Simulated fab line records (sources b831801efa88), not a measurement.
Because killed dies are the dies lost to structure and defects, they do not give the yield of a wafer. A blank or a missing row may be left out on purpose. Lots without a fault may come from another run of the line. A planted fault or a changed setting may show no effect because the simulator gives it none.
Which tool was responsible? || flow gf180mcu || 11 lots with 31 wafers sampled at 4 steps, on a route of 602 steps

## WHAT THE GAUGES SHOWED, per wafer
GF_LVPWELL_TW_MEAS_11.
{"lot": "L727", "measured": "day 4 09:47", "on": "film_metro-01", "LVPWELL_TW": "553 551 554"}
{"lot": "L730", "measured": "day 5 01:26", "on": "film_metro-04", "LVPWELL_TW": "559 562 561"}
{"lot": "L731", "measured": "day 5 06:38", "on": "film_metro-04", "LVPWELL_TW": "562 561 560"}
{"lot": "L732", "measured": "day 5 12:31", "on": "film_metro-01", "LVPWELL_TW": "557 554 555"}
{"lot": "L735", "measured": "day 6 06:13", "on": "film_metro-01", "LVPWELL_TW": "557 555 555"}
{"lot": "L736", "measured": "day 6 12:53", "on": "film_metro-01", "LVPWELL_TW": "555 556 556"}
{"lot": "L739", "measured": "day 7 05:35", "on": "film_metro-04", "LVPWELL_TW": "874 559"}
{"lot": "L740", "measured": "day 7 11:26", "on": "film_metro-01", "LVPWELL_TW": "556 851"}
{"lot": "L744", "measured": "day 8 09:37", "on": "film_metro-04", "LVPWELL_TW": "562 559 860"}
{"lot": "L746", "measured": "day 8 19:31", "on": "film_metro-04", "LVPWELL_TW": "557 558 556"}
{"lot": "L747", "measured": "day 9 01:16", "on": "film_metro-04", "LVPWELL_TW": "561 561 561"}

## EACH LOT AND THE TOOL THAT RAN IT (in order: tool; ch and the chambers of the sampled wafers; start)
{"lot": "L727", "GF_DNWELL_COAT_02": "litho_track-02 ch 0, day 2 23:35", "GF_DNWELL_STRIP_08": "plasma_asher-01 ch 0,1, day 3 06:00", "GF_LVPWELL_STRIP_10": "plasma_asher-02 ch 0,1, day 4 09:41"}
{"lot": "L730", "GF_DNWELL_COAT_02": "litho_track-03 ch 0, day 3 13:58", "GF_DNWELL_STRIP_08": "plasma_asher-04 ch 0,1, day 3 21:23", "GF_LVPWELL_STRIP_10": "plasma_asher-04 ch 0,1, day 5 01:20"}
{"lot": "L731", "GF_DNWELL_COAT_02": "litho_track-03 ch 0, day 3 19:35", "GF_DNWELL_STRIP_08": "plasma_asher-01 ch 0,1, day 4 02:31", "GF_LVPWELL_STRIP_10": "plasma_asher-04 ch 0,1, day 5 06:32"}
{"lot": "L732", "GF_DNWELL_COAT_02": "litho_track-03 ch 0, day 3 23:35", "GF_DNWELL_STRIP_08": "plasma_asher-04 ch 0,1, day 4 06:49", "GF_LVPWELL_STRIP_10": "plasma_asher-04 ch 0,1, day 5 12:24"}
{"lot": "L735", "GF_DNWELL_COAT_02": "litho_track-02 ch 0, day 4 17:09", "GF_DNWELL_STRIP_08": "plasma_asher-03 ch 0,1, day 5 00:37", "GF_LVPWELL_STRIP_10": "plasma_asher-04 ch 0,1, day 6 06:07"}
{"lot": "L736", "GF_DNWELL_COAT_02": "litho_track-04 ch 0, day 4 22:11", "GF_DNWELL_STRIP_08": "plasma_asher-03 ch 0,1, day 5 06:18", "GF_LVPWELL_STRIP_10": "plasma_asher-02 ch 0,1, day 6 12:47"}
{"lot": "L739", "GF_DNWELL_COAT_02": "litho_track-03 ch 0, day 5 14:47", "GF_DNWELL_STRIP_08": "plasma_asher-03 ch 0,1, day 5 22:20", "GF_LVPWELL_STRIP_10": "plasma_asher-04 ch 0,1, day 7 05:31"}
{"lot": "L740", "GF_DNWELL_COAT_02": "litho_track-03 ch 0, day 5 20:27", "GF_DNWELL_STRIP_08": "plasma_asher-03 ch 0,1, day 6 04:17", "GF_LVPWELL_STRIP_10": "plasma_asher-02 ch 0, day 7 11:19"}
{"lot": "L744", "GF_DNWELL_COAT_02": "litho_track-03 ch 0, day 6 17:36", "GF_DNWELL_STRIP_08": "plasma_asher-01 ch 0, day 7 01:46", "GF_LVPWELL_STRIP_10": "plasma_asher-02 ch 0,1, day 8 09:30"}
{"lot": "L746", "GF_DNWELL_COAT_02": "litho_track-02 ch 0, day 7 02:41", "GF_DNWELL_STRIP_08": "plasma_asher-03 ch 0, day 7 11:07", "GF_LVPWELL_STRIP_10": "plasma_asher-04 ch 0, day 8 19:24"}
{"lot": "L747", "GF_DNWELL_COAT_02": "litho_track-04 ch 0, day 7 07:41", "GF_DNWELL_STRIP_08": "plasma_asher-03 ch 0,1, day 7 15:58", "GF_LVPWELL_STRIP_10": "plasma_asher-02 ch 0,1, day 9 01:10"}
- GF_DNWELL_COAT_02: resist thk 3000 nm.
- GF_DNWELL_STRIP_08: strips in O2/N2.
- GF_LVPWELL_STRIP_10: strips in O2/N2.

## THE ANSWER, worked out from the rows above alone
Rule: usual is defined by the lots themselves. The widest of any qualifying gaps counts: lots, ordered by their means at a reading, are off when they make up no more than a third of the lots, leave a main group of 4 or more, and stand apart from it by 3 or more times the standard deviation of that group's means. Not used: any main group whose means are identical at the precision the tables above print for the reading. Also off: a lot with no number at a reading for which 4 or more lots have one. All remaining lots with rows at the step are treated as sound.
Off: at GF_LVPWELL_TW_MEAS_11 (LVPWELL_TW), L739, L740, L744. Main group: mean 557, sd 2.9.
A tool fits if, at a process step before that reading, it ran every lot that is off, and no sound lot after the first of them. Those tools and the gauges at GF_LVPWELL_TW_MEAS_11 are tried in the same way. One fits: litho_track-03 at GF_DNWELL_COAT_02. A fault onset in the window from L732 (day 3 23:35, its last sound lot) to L739 (day 5 14:47, its first lot off) fits.

## WHAT THE SIMULATOR PUT IN
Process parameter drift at GF_DNWELL_COAT_02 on litho_track-03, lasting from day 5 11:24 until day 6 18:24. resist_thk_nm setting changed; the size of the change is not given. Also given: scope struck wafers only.
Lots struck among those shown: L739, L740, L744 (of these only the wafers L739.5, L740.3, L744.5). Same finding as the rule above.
